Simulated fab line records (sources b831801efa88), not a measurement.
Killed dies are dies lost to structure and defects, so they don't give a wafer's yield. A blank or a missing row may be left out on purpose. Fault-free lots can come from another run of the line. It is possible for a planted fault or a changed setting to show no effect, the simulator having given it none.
Split-lot study + flow gf180mcu + 5 lots, 23 wafers read, on a route of 602 steps

== ABOUT THE SPLIT ==
At GF_M5_EXPOSE_04 (exposes mask Metal5, target cd 280 nm), the setting dose-mj was moved away from the recipe's 28 on 7 of the 23 wafers read, by -7.0% to -4.1%. This setting was run at the recipe's value on the other wafers.

== FROM THE SPLIT TO THE READING: what the file shows between them, 2 steps ==
- GF_M5_PEB_05: peb time 90 s
- GF_M5_DEVELOP_06: develop time 60 s

== THE READING ==
At GF_M5_CD_MEAS_07: cd-nm in nanometres, against a target cd of 280 nm. On this fab line, fault-free wafers typically give 280.2 nm with a standard deviation of 0.91 nm.

| wafer  | tool, chamber at the split | dose-mj as run | against the recipe | cd-nm, nm | against lot-mates on the recipe |
|--------|----------------------------|----------------|--------------------|-----------|---------------------------------|
| L076.1 | krf-scanner-01, 0          | 28             | recipe             | 279.8     | -                               |
| L076.2 | krf-scanner-01, 0          | 28             | recipe             | 280.2     | -                               |
| L076.3 | krf-scanner-01, 0          | 28             | recipe             | 279.6     | -                               |
| L076.4 | krf-scanner-01, 0          | 28             | recipe             | 279.5     | -                               |
| L076.5 | krf-scanner-01, 0          | 28             | recipe             | 278.7     | -                               |
| L078.2 | krf-scanner-01, 0          | 28             | recipe             | 279.7     | -                               |
| L078.3 | krf-scanner-01, 0          | 26.04          | -7.0%              | 290.2     | +10.7                           |
| L078.4 | krf-scanner-01, 0          | 28             | recipe             | 279.1     | -                               |
| L078.5 | krf-scanner-01, 0          | 28             | recipe             | 279.8     | -                               |
| L078.6 | krf-scanner-01, 0          | 26.04          | -7.0%              | 291.2     | +11.7                           |
| L079.1 | krf-scanner-02, 0          | 28             | recipe             | 280.1     | -                               |
| L079.4 | krf-scanner-02, 0          | 28             | recipe             | 279.7     | -                               |
| L079.5 | krf-scanner-02, 0          | 28             | recipe             | 278.8     | -                               |
| L082.1 | krf-scanner-02, 0          | 28             | recipe             | 280.6     | -                               |
| L082.2 | krf-scanner-02, 0          | 28             | recipe             | 278.9     | -                               |
| L082.3 | krf-scanner-02, 0          | 26.15          | -6.6%              | 290.1     | +10.4                           |
| L082.5 | krf-scanner-02, 0          | 26.15          | -6.6%              | 289.6     | +9.9                            |
| L082.6 | krf-scanner-02, 0          | 26.15          | -6.6%              | 289.8     | +10.1                           |
| L084.1 | krf-scanner-02, 0          | 26.84          | -4.1%              | 286.2     | +5.6                            |
| L084.2 | krf-scanner-02, 0          | 26.84          | -4.1%              | 287.5     | +6.9                            |
| L084.4 | krf-scanner-02, 0          | 28             | recipe             | 280.0     | -                               |
| L084.5 | krf-scanner-02, 0          | 28             | recipe             | 280.8     | -                               |
| L084.6 | krf-scanner-02, 0          | 28             | recipe             | 280.9     | -                               |

FIT RESULTS
A straight line over all 23 wafers: cd-nm changes by -1.56 nm for each +1% of dose-mj; r = -0.99; the points scatter about the line by 0.66 nm.
The same after taking each lot's own level away (the mean of its wafers on the recipe; 23 wafers): -1.55 nm for each +1%; r = -0.99; scatter 0.54 nm.
Per that fit: largest dose-mj move, reading shift of 11 nm.
The span of the lots' own levels, 279.53 to 280.57 nm, comes to 1.1 times the standard deviation stated above.
Hence the lot-to-lot level has little effect on the slope; both slopes agree.
Check: for one of the wafers moved furthest among these (-7.0%), held out of the fit, the line's prediction against its lot-mates is +10.9 nm. Against them it came out at +10.7 nm.

== OTHER SPLITS ON THESE WAFERS ==
Note: prior to the reading, these wafers also went through further splits. Each is held against what the fit with the lots' levels taken away leaves over:
| other split on the same wafers  | wafers away from the commonest value | r with cd-nm (lot level and that fit taken away) |
|---------------------------------|--------------------------------------|--------------------------------------------------|
| GF_V4_CMP_04 leave-above-ref-nm | 5                                    | -0.10                                            |
| GF_V4_PEB_12 peb-temp-c         | 11                                   | -0.13                                            |
| GF_V4_CVD_23 pressure-torr      | 18                                   | +0.08                                            |
| GF_MIM_SPUTTER_03 power-w       | 4                                    | -0.30                                            |
| GF_MIM_SPUTTER_08 power-w       | 4                                    | +0.33                                            |
| GF_MIM_SOFTBAKE_15 time-s       | 7                                    | +0.12                                            |

== THE WHOLE CHAIN: every reading that the file lists as answering this split, in the file's order ==
| step             | what it does                                            | reading                                                   | change (the file's fit)              | r (the file's) |
|------------------|---------------------------------------------------------|-----------------------------------------------------------|--------------------------------------|----------------|
| GF_M5_CD_MEAS_07 | target cd 280 nm                                        | cd-nm                                                     | -1.55 nm for each +1% of the setting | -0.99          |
| GF_M5_ETCH_09    | etches Si3N4 in CF4/O2, target depth 52 nm, time 11.6 s | M5.cd-nm (the simulator's own value, which no gauge read) | -1.57 nm for each +1% of the setting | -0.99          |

== THE FILE'S OWN FIT ==
cd-nm changes by -1.55 nm for each +1% of dose-mj, r = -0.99.
